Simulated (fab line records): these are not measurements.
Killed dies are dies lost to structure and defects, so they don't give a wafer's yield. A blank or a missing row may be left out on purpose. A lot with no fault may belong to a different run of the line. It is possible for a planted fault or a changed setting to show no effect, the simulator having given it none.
Problem report in the 8D (eight disciplines) form, filled by code -- flow sky130 -- the parts of the form that need people (team, actions taken, sign-off) are left out

== 1. PROBLEM STATEMENT ==
METAL5_ALCU_RS at SKY_METAL5_RS_MEAS_05 reads a mean of 0.02955 ohm/sq on 2 wafers of 1 lot; wafers without a fault read 0.02714 ohm/sq with a standard deviation of 0.00022. That is +11 standard deviations from the usual mean.
The step: measures by four-point-probe.
First seen on wafer L570.2, day 46 14:37, on film metro-02. Wafers with a number at this step in the record: 15, from 5 lots. The rule behind "out" and "out of limits": a value lying over 4 standard deviations away from the usual mean. Any other wafer with a number is counted as sound.

== 2. WHAT IT IS; WHAT IT IS NOT ==
question,is,is not
which readings at this step,METAL5_ALCU_RS,-
which lots,L570,"L558, L563, L578, L579"
which wafers of those lots,"L570.2, L570.6",L570.4
read on which gauges,film metro-02,"film metro-03, film metro-04"
when,from day 46 14:37,"up to then (7 sound wafers); but 6 sound wafers of L578, L579 came after"

== 3. SUSPECTS, AND WHAT RULES EACH OUT ==
Counting: if a tool at a process step up to the reading ran every lot that is out, it stays a suspect. Sound lots after the first of them don't rule it out here, since some wafers of a struck lot are sound.
- the gauge at SKY_METAL5_RS_MEAS_05 has been ruled out. All the wafers that are out were read on film metro-02, but those of them that SKY_METAL5_METAL_ETCH_15 has rows for are out there too, on other tools.
- rie diel-04 at SKY_VIA4_ETCH_12 (etches SiO2 in C4F8/O2/Ar, stops on TiN, target depth 580 nm): kept. It ran the lot that is out, L570 (day 46 13:04); its last sound lot up to then is L563 (day 43 21:33).
- plasma asher-04 at SKY_VIA4_STRIP_13 (strips in O2/N2): kept. It ran the lot that is out, L570 (day 46 13:08).
- cmp-02 at SKY_VIA4_CMP_21 (polishes, stops on SiO2, t overpolish 25 s, target thk 0 nm): kept. It ran the lot that is out, L570 (day 46 14:08); its last sound lot up to then is L563 (day 43 22:41).
- pvd sputter-03 at SKY_METAL5_SPUTTER_00 (material Ti, target thk 15 nm, time 10 s): kept. It ran the lot that is out, L570 (day 46 14:26); its last sound lot up to then is L558 (day 42 18:45).
- pvd sputter-03 at SKY_METAL5_SPUTTER_02 (material AlCu, target thk 1150 nm, time 61.2 s): kept. It ran the lot that is out, L570 (day 46 14:28); its last sound lot up to then is L558 (day 42 18:48).
- pvd sputter-03 at SKY_METAL5_SPUTTER_04 (material TiN, target thk 70 nm, time 58.3 s): kept. It ran the lot that is out, L570 (day 46 14:32); its last sound lot up to then is L558 (day 42 18:52).
- Within rie diel-04 at SKY_VIA4_ETCH_12: the wafers that are out ran in chambers 0, 1; their sound lot-mates ran in chamber 3.
- The sound lot-mates ran in chamber 1 of plasma asher-04 at SKY_VIA4_STRIP_13, but the wafers that are out ran in chamber 0.
- The sound lot-mates ran in chamber 0 of cmp-02 at SKY_VIA4_CMP_21, but the wafers that are out ran in chamber 1.
Left after counting: rie diel-04 at SKY_VIA4_ETCH_12, plasma asher-04 at SKY_VIA4_STRIP_13, cmp-02 at SKY_VIA4_CMP_21, pvd sputter-03 at SKY_METAL5_SPUTTER_00, pvd sputter-03 at SKY_METAL5_SPUTTER_02, pvd sputter-03 at SKY_METAL5_SPUTTER_04.

== 4. THE CAUSE (what the simulator had put in) ==
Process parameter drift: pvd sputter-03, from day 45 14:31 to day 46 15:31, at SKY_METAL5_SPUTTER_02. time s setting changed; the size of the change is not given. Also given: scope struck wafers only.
After counting, 6 suspects remain, this tool included.

== 5. SEQUENCE OF EFFECTS, ordered by route ==
One row per reading whose mean, taken over the struck wafers that have a number, lies over 3 standard deviations from the usual. Scope: only readings with a usual standard deviation given in the record; hours: median across lots of the time from each lot's start at the first step in this table that gives one to its start at this step; sigmas: change in usual standard deviations.
hours,step,reading,usual,on struck wafers,change,sigmas
0,SKY_METAL5_RS_MEAS_05,METAL5_ALCU_RS,0.02714 ohm/sq,0.02955,+0.00241,+11
3,SKY_METAL5_THK_MEAS_06,METAL5_ALCU_THK,1147 nm,1042,-104,-7.5
19,SKY_METAL5_METAL_ETCH_15,oes product au,0.894 a.u.,0.863,-0.031,-6.1
The process steps in it:
- SKY_METAL5_METAL_ETCH_15: etches the open film in Cl2/BCl3, stops on SiO2, target depth 1260 nm, time 252 s.

== 6. HOW IT WOULD HAVE BEEN CAUGHT EARLIER ==
In this record the first reading out of limits at a measuring or inspecting step was taken at day 46 14:37, 24 hours after the fault began at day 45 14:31.
An alarm limit of 4 standard deviations would not have fired on the tool readings at SKY_METAL5_SPUTTER_02 for which the record gives a usual standard deviation, since none of them was out on any struck wafer.
Lots out: 1; all had begun SKY_METAL5_SPUTTER_02 on pvd sputter-03 by day 46 14:37. A hold on the tool at that time would have spared none of them.
